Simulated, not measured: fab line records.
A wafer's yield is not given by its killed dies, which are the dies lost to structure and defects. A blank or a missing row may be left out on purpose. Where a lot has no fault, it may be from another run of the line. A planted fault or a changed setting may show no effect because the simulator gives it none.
Matching of chambers :: flow sky130 :: SKY_LI_CONTACT_CMP_24 on cmp-02: 4 sister chambers
The step polishes, stops on PSG, t overpolish 20 s, target thk 0 nm. 14 wafers are shown with their chamber, then 7 later ones without.

WAFERS WITH THEIR CHAMBER
wafer: L720.3
chamber: 2
motor-current-A (A): 9.4
time-to-endpoint-s (s): 95
overpolish-run-s (s): 19.981

wafer: L720.4
chamber: 1
motor-current-A (A): 9.9
time-to-endpoint-s (s): 96
overpolish-run-s (s): 19.997

wafer: L720.5
chamber: 3
motor-current-A (A): 10.5
time-to-endpoint-s (s): 95
overpolish-run-s (s): 20.016

wafer: L722.1
chamber: 0
motor-current-A (A): 10.6
time-to-endpoint-s (s): 97
overpolish-run-s (s): 19.999

wafer: L722.2
chamber: 3
motor-current-A (A): 9.8
time-to-endpoint-s (s): 98
overpolish-run-s (s): 19.999

wafer: L722.3
chamber: 2
motor-current-A (A): 8.9
time-to-endpoint-s (s): 98
overpolish-run-s (s): 20.009

wafer: L724.1
chamber: 0
motor-current-A (A): 10.8
time-to-endpoint-s (s): 107
overpolish-run-s (s): 19.988

wafer: L724.3
chamber: 2
motor-current-A (A): 9.7
time-to-endpoint-s (s): 104
overpolish-run-s (s): 20.001

wafer: L724.5
chamber: 0
motor-current-A (A): 10.4
time-to-endpoint-s (s): 105
overpolish-run-s (s): 20.002

wafer: L726.1
chamber: 3
motor-current-A (A): 9.8
time-to-endpoint-s (s): 97
overpolish-run-s (s): 19.982

wafer: L726.3
chamber: 0
motor-current-A (A): 10.2
time-to-endpoint-s (s): 107
overpolish-run-s (s): 20.004

wafer: L726.5
chamber: 1
motor-current-A (A): 10.2
time-to-endpoint-s (s): 103
overpolish-run-s (s): 20.007

wafer: L727.3
chamber: 1
motor-current-A (A): 10.9
time-to-endpoint-s (s): 102
overpolish-run-s (s): 19.990

wafer: L727.4
chamber: 2
motor-current-A (A): 9.8
time-to-endpoint-s (s): 93
overpolish-run-s (s): 19.989

SIGNATURES (averages over the wafers above)
reading: motor-current-A
chamber 0: 10.500
chamber 1: 10.333
chamber 2: 9.450
chamber 3: 10.033
scatter within a chamber: 0.393

reading: time-to-endpoint-s
chamber 0: 104.00
chamber 1: 100.33
chamber 2: 97.50
chamber 3: 96.67
scatter within a chamber: 4.13

reading: overpolish-run-s
chamber 0: 19.99825
chamber 1: 19.99800
chamber 2: 19.99500
chamber 3: 19.99900
scatter within a chamber: 0.0116
Rule: for a wafer and a chamber, the distance is found by dividing, reading by reading, the gap between the wafer's reading and the chamber's mean by the reading's scatter, squaring, summing and taking the root. The wafer belongs to the nearest chamber; if the next one is less than 2 further off, it can't be placed. How the scatter is found: for the shown wafers, subtract from each reading the mean of its chamber, square and add these, divide the total by (wafers less chambers), then take the root.

WAFERS WHOSE CHAMBER IS MISSING
wafer: L727.5
motor-current-A (A): 10.5
time-to-endpoint-s (s): 98
overpolish-run-s (s): 20.008

wafer: L728.2
motor-current-A (A): 9.6
time-to-endpoint-s (s): 96
overpolish-run-s (s): 19.993

wafer: L728.3
motor-current-A (A): 10.3
time-to-endpoint-s (s): 99
overpolish-run-s (s): 20.005

wafer: L728.5
motor-current-A (A): 10.4
time-to-endpoint-s (s): 99
overpolish-run-s (s): 20.016

wafer: L731.2
motor-current-A (A): 10.1
time-to-endpoint-s (s): 101
overpolish-run-s (s): 20.004

wafer: L731.4
motor-current-A (A): 8.9
time-to-endpoint-s (s): 99
overpolish-run-s (s): 19.998

wafer: L731.5
motor-current-A (A): 10.8
time-to-endpoint-s (s): 103
overpolish-run-s (s): 20.002

CHAMBER TAKEN BY EACH
wafer: L727.5
from the rows above: can't be placed: 1 or 3 or 0 or 2
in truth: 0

wafer: L728.2
from the rows above: can't be placed: 2 or 3 or 1
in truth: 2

wafer: L728.3
from the rows above: can't be placed: 1 or 3 or 0 or 2
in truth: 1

wafer: L728.5
from the rows above: can't be placed: 1 or 3 or 0 or 2
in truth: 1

wafer: L731.2
from the rows above: can't be placed: 1 or 3 or 0 or 2
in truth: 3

wafer: L731.4
from the rows above: can't be placed: 2 or 3
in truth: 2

wafer: L731.5
from the rows above: can't be placed: 0 or 1 or 3
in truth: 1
0 of 7 placed correctly. Can't be placed from these rows: 7 (the true chamber is among the candidates in 7). Number placed wrongly: 0.
